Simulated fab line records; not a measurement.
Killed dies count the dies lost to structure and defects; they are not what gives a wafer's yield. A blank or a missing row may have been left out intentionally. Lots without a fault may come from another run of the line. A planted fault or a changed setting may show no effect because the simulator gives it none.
A lot that was struck, set against a sound lot / flow sky130 / 15 steps out of a route of 708
Sound: these wafers, L190.1, L190.3, L190.4. Wafers L204.1, L204.4, L204.5 were the ones struck. At the end, the cause is stated.
Each step with rows lists, per side, the tool, then ch with its chambers, then its first start. Under that, the readings that differ: sound wafers / struck wafers / difference of the means / sigmas: that difference in standard deviations of wafers without a fault.
alike: readings whose means differ by less than 2 such deviations, and words and numbers that are the same on both sides. not compared: withheld readings, readings that some wafer has no value for, bounds like >300 that may hide the same value, and numbers for which the record gives no deviation and whose values overlap.
The two part at a step that has a row with sigmas, a row that says differs or no value, or rows on one side only. When numbers do not overlap yet have no deviation, they are printed without sigmas and do not part them. A reading that every wafer of one side lacks parts them only if that side has two wafers or more.

SKY_NWELL_RS_MEAS_29: uses a four-point probe to measure.
  sound on film-metro-04 at day 5 07:10; struck on film-metro-02 at day 8 19:00
  alike: NWELL_RS
SKY_NWELL_RS_MEAS_31: uses a four-point probe to measure.
  sound on film-metro-04 at day 5 07:24; struck on film-metro-02 at day 8 19:14
reading=PWDE_RS (ohm/sq); sound=5295 5290 5313; struck=5235 5239 5259; difference=-55; sigmas=-3
then, 7 steps without rows for these wafers: SKY_VT_ADJUST_HVTP_DEHYDRATE_00 (time 60 s); SKY_VT_ADJUST_HVTP_HMDS_01 (prime time 60 s); SKY_VT_ADJUST_HVTP_COAT_02 (resist thk 1140 nm); SKY_VT_ADJUST_HVTP_SOFTBAKE_03 (time 60 s); SKY_VT_ADJUST_HVTP_EXPOSE_04 (exposes mask HVTPM, target cd 380 nm); SKY_VT_ADJUST_HVTP_PEB_05; SKY_VT_ADJUST_HVTP_DEVELOP_06 (develop time 60 s).
SKY_VT_ADJUST_HVTP_CD_MEAS_07 targets a cd of 380 nm.
  sound on cd-sem-02 at day 6 01:16; struck on cd-sem-02 at day 9 16:31
  alike: cd-nm
SKY_VT_ADJUST_HVTP_OVL_MEAS_08:
  sound on overlay-01 at day 6 01:23; struck on overlay-01 at day 9 16:38
  alike: VT_ADJUST_HVTP_OVL
SKY_VT_ADJUST_HVTP_IMPLANT_09:
  sound on implanter-02 ch 0, day 6 01:25; struck on implanter-01 ch 0, day 9 16:40
reading=dose-ions-cm2; sound=4.31e+12 4.296e+12 4.299e+12; struck=4.3e+11 4.26e+11 4.29e+11; difference=-3.9e+12; sigmas=-99 or more
reading=faraday-current-uA; sound=25.2 24.1 23.9; struck=2.4 2.3 2.4; difference=-22.0; sigmas=-45
SKY_VT_ADJUST_HVTP_STRIP_10: strips in O2/N2.
  sound on plasma-asher-01 ch 0,1, day 6 01:34; struck on plasma-asher-01 ch 0,1, day 9 16:49
  alike: drypump-motor-current-A, oes-product-au, strip-time-to-endpoint-s
  not compared: rf-hours-counter-h
SKY_VT_ADJUST_HVTP_TW_MEAS_11:
  sound on film-metro-03 at day 6 01:40; struck on film-metro-01 at day 9 17:08
reading=VT_ADJUST_HVTP_TW; sound=1364 1369 1373; struck=644 639 643; difference=-727; sigmas=-61
  not compared: hold
following that, these wafers have no rows for 1 step: SKY_PAD_OPEN_PROBE_99.

== WHERE THEY PART ==
Last at SKY_VT_ADJUST_HVTP_TW_MEAS_11 as far as this record goes, first at SKY_NWELL_RS_MEAS_31.

WHY: what had been put in by the simulator
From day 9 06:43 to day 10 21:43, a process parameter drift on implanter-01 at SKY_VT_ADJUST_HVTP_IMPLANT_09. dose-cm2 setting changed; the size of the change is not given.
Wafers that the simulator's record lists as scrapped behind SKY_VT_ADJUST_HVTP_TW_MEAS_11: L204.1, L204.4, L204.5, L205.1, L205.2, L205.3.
